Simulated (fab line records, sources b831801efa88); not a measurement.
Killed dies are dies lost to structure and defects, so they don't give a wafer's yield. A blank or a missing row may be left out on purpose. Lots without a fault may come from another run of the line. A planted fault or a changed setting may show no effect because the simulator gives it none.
Which tool did it? | flow gf180mcu | 14 lots, 42 wafers sampled, at 2 steps of a route of 602

WHAT THE GAUGES READ, wafer by wafer
GF_NSD_OVL_MEAS_08.
lot  | measured     | on         | NSD_OVL (nm)
L878 | day 13 13:38 | overlay-01 | -1.5 -0.5 -3.2
L879 | day 14 00:52 | overlay-02 | -1.5 -0.7 -2.1
L881 | day 14 15:47 | overlay-02 | -3.3 -5.2 -2.4
L882 | day 15 12:31 | overlay-02 | -3.4 -2.1 -5.5
L884 | day 15 20:48 | overlay-01 | -0.2 -0.4 -0.9
L885 | day 16 01:05 | overlay-02 | -1.0 -2.0 -2.1
L886 | day 16 17:16 | overlay-01 | -1.0 -0.4 -2.1
L894 | day 19 13:39 | overlay-02 | -1.9 -0.3 0.1
L895 | day 19 19:59 | overlay-01 | -1.6 2.9 -0.8
L897 | day 20 06:16 | overlay-01 | 1.4 3.5 1.5
L896 | day 20 10:08 | overlay-01 | -1.1 -1.4 -2.0
L898 | day 20 18:22 | overlay-02 | 0.2 -1.9 -0.4
L899 | day 21 04:44 | overlay-02 | -2.8 -2.4 -0.8
L900 | day 21 10:52 | overlay-02 | -1.4 -2.2 -1.9

GF_NSD_TW_MEAS_12.
lot  | measured     | on            | NSD_TW
L878 | day 13 14:05 | film_metro-03 | 4246 4242 4248
L879 | day 14 01:18 | film_metro-04 | 4193 4200 4178
L881 | day 14 16:14 | film_metro-03 | 4264 4251 4267
L882 | day 15 12:57 | film_metro-04 | 4167 4161 4189
L884 | day 15 21:14 | film_metro-03 | 4247 4262 4237
L885 | day 16 01:32 | film_metro-01 | 4265 4243 4263
L886 | day 16 17:42 | film_metro-03 | 4267 4264 4227
L894 | day 19 14:06 | film_metro-04 | 4179 4192 4198
L895 | day 19 20:25 | film_metro-04 | 4189 4193 4174
L897 | day 20 06:43 | film_metro-04 | 4178 4151 4144
L896 | day 20 11:40 | film_metro-03 | 4238 4225 4211
L898 | day 20 18:48 | film_metro-04 | 4177 4170 4168
L899 | day 21 05:10 | film_metro-03 | 4223 4237 4229
L900 | day 21 11:18 | film_metro-01 | 4232 4238 4257

WHICH TOOL RAN EACH LOT (tool, then ch and the chambers of the sampled wafers, then the start)
The record holds no process step before these readings.

WHAT THE TOOLS THEMSELVES READ (means of the sampled wafers that have a number; where no wafer has one, the mark that the record gives instead)
The record holds no such reading with a usual standard deviation.

THE ANSWER, worked out from the rows above alone
Rule: what is usual is taken from the lots themselves. Put in order of their means at a reading, lots are off if they are a third of the lots or fewer, leave a main group of 4 or more, and stand apart from it by a gap of 3 or more times the standard deviation of the main group's means; of several such gaps the widest counts. A main group whose means are all the same, to the digits that the tables above print for the reading, isn't used. A lot without any number at a reading at which 4 lots or more have one is off too. The other lots that the step has rows for count as sound. The gauges are gone through in route order, then the tools' own readings, and for those a lot's mean is taken as printed above. The first step at which some lot is off is used, and at that step the reading that is off furthest; a lot without a number counts as furthest.
No lot is off at any reading shown: from this, nothing can be told.

WHAT THE SIMULATOR HAD PUT IN
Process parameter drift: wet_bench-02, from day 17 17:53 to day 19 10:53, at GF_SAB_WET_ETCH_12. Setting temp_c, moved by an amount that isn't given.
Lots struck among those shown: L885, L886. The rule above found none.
